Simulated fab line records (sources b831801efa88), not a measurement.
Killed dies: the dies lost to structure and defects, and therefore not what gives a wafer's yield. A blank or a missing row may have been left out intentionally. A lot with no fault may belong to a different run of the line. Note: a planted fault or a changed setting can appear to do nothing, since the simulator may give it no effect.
Struck lot and sound lot, side by side / flow sky130 / 16 steps out of a route of 708
Sound: the wafers L601.1, L601.4, L601.6. Struck: wafer L598.1. (L598.2, L598.3 of the same lot were not struck and are left out.) The cause comes at the end.
Per side, at each step with rows, come the tool, then ch with its chambers, and then its first start. Under that, the readings that differ: sound wafers / struck wafers / difference of the means / sigmas: that difference in standard deviations of wafers without a fault.
alike: a reading whose means differ by less than 2 such deviations, as well as words and numbers matching on both sides. not compared: withheld readings; readings where some wafer has no value; bounds like >300 that might hide an equal value; numbers whose values overlap and for which the record gives no deviation.
The two part at a step that has a row with sigmas, a row that says differs or no value, or rows on one side only. Numbers that don't overlap but have no deviation are shown without sigmas and don't part them. A reading that every wafer of one side lacks parts them only if that side has two wafers or more.

SKY_POLY_GATE_THK_MEAS_04:
  sound: filmMetro-02 at day 21 12:20; struck: filmMetro-02 at day 20 05:29
  alike: POLY_GATE_CVD_03_THK
then, 8 steps without rows for these wafers: SKY_POLY_GATE_DEHYDRATE_05 (time 60 s); SKY_POLY_GATE_HMDS_06 (prime time 60 s); SKY_POLY_GATE_COAT_07 (resist thk 110 nm); SKY_POLY_GATE_COAT_08 (resist thk 450 nm); SKY_POLY_GATE_SOFTBAKE_09 (time 90 s); SKY_POLY_GATE_EXPOSE_10 (exposes mask P1M, target cd 150 nm); SKY_POLY_GATE_PEB_11; SKY_POLY_GATE_DEVELOP_12 (develop time 60 s).
SKY_POLY_GATE_CD_MEAS_13: the cd target is 150 nm.
  sound: cdSem-01 at day 22 18:34; struck: cdSem-02 at day 21 12:25
reading=cdNm (nm); sound=147.3 150.0 148.3; struck=152.0; difference=+3.5; sigmas=+2
SKY_POLY_GATE_OVL_MEAS_14:
  sound: overlay-02 at day 22 18:41; struck: overlay-02 at day 21 12:32
  alike: POLY_GATE_OVL
SKY_POLY_GATE_ETCH_15: etches BARC in N2/H2, stops on SiO2, time 118.5 s, target depth 110 nm.
  sound on rieDiel-03 ch 0,2, day 22 18:43; struck on rieDiel-04 ch 2, day 21 12:35
reading=runLengthS (s); sound=146.2 146.5 146.6; struck=147.6; difference=+1.2; sigmas=+2
  alike: drypumpMotorCurrentA, oesProductAu, throttleValvePct
  not compared: rfHoursCounterH
SKY_POLY_GATE_ETCH_16: etches Si3N4 in CH3F/O2, stops on poly-Si, time 147.5 s, target depth 75 nm.
  sound on rieDiel-03 ch 0,2, day 22 18:48; struck on rieDiel-04 ch 2, day 21 12:40
reading=oesProductAu (a.u.); sound=0.639 0.630 0.644; struck=0.676; difference=+0.038; sigmas=+7
reading=runLengthS (s); sound=175.7 175.4 175.5; struck=166.9; difference=-8.6; sigmas=-17
reading=model.KrF-thick_of_POLY_GATE_COAT_08.thkNm (nm); sound=234.6 235.1 237.2; struck=240; difference=+4; sigmas=
  alike: drypumpMotorCurrentA, throttleValvePct
  not compared: rfHoursCounterH
SKY_POLY_GATE_ETCH_17: etches poly-Si in HBr/Cl2, stops on SiO2, target depth 180 nm, time 70.5 s.
  sound on rieSi-01 ch 1,2,3, day 22 18:54; struck on rieSi-02 ch 2, day 21 12:46
reading=oesProductAu (a.u.); sound=1.002 0.994 1.003; struck=0.981; difference=-0.019; sigmas=-2
reading=model.KrF-thick_of_POLY_GATE_COAT_08.thkNm (nm); sound=138.4 141.4 141.4; struck=145.5; difference=+5.1; sigmas=
  alike: drypumpMotorCurrentA, runLengthS, throttleValvePct
  not compared: rfHoursCounterH
SKY_POLY_GATE_STRIP_18: strips in O2/N2.
  sound on plasmaAsher-04 ch 0,1, day 22 18:58; struck on plasmaAsher-03 ch 1, day 21 12:49
reading=drypumpMotorCurrentA (A); sound=5.77 5.76 5.89; struck=6.28; difference=+0.47; sigmas=+2
  alike: oesProductAu, stripTimeToEndpointS
  not compared: rfHoursCounterH
next, for these wafers, 1 step has no rows: SKY_PAD_OPEN_PROBE_99.

## WHERE THEY PART
At SKY_POLY_GATE_CD_MEAS_13 first; at SKY_POLY_GATE_STRIP_18 last (within this record only).

WHY: what had been put in by the simulator
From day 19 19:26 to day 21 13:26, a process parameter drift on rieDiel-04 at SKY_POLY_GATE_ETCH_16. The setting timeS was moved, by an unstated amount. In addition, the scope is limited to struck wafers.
